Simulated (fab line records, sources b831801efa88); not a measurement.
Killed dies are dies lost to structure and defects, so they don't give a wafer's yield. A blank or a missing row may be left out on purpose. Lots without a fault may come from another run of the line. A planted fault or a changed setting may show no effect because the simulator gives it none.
Chamber matching | flow gf180mcu | GF_V3_CMP_26 on cmp-01: 4 sister chambers
The step polishes, stops on SiO2, t overpolish 15 s, target thk 0 nm. 4 wafers are shown with their chamber, then 7 later ones without.

WAFERS WITH THEIR CHAMBER
wafer  | chamber | motor_current_A (A)
L685.1 | 0       | 10.1
L688.6 | 1       | 10.6
L691.2 | 2       | 10.8
L691.3 | 3       | 10.2

WAFERS WITHOUT THEIR CHAMBER
wafer  | motor_current_A (A)
L691.6 | 10.7
L697.2 | 10.6
L697.4 | 10.8
L697.6 | 10.1
L698.2 | 11.5
L698.3 | 10.3
L698.4 | 10.1

WHICH CHAMBER EACH WENT THROUGH
wafer  | from the rows above               | in truth
L691.6 | can't be placed: 1 or 2 or 3 or 0 | 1
L697.2 | can't be placed: 1 or 2 or 3 or 0 | 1
L697.4 | can't be placed: 2 or 1           | 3
L697.6 | can't be placed: 0 or 3 or 1      | 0
L698.2 | can't be placed: 2 or 1           | 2
L698.3 | can't be placed: 3 or 0 or 1 or 2 | 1
L698.4 | can't be placed: 0 or 3 or 1      | 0
Placed correctly: 0 of 7. Can't be placed from these rows: 7 (the true chamber is among the candidates in 6). Placed wrongly: 0.
How it was worked out, from the rows above alone: a wafer's distance from a chamber is the root of the sum, over the readings, of the square of ((its reading less the chamber's mean) divided by the reading's scatter). The wafer belongs to the nearest chamber; if the next one is less than 2 further off, it can't be placed. A chamber's mean is the mean of its shown wafers. The scatter: with one shown wafer a chamber, the root of the mean of the squares of how far each hidden wafer lies from its nearest shown one.
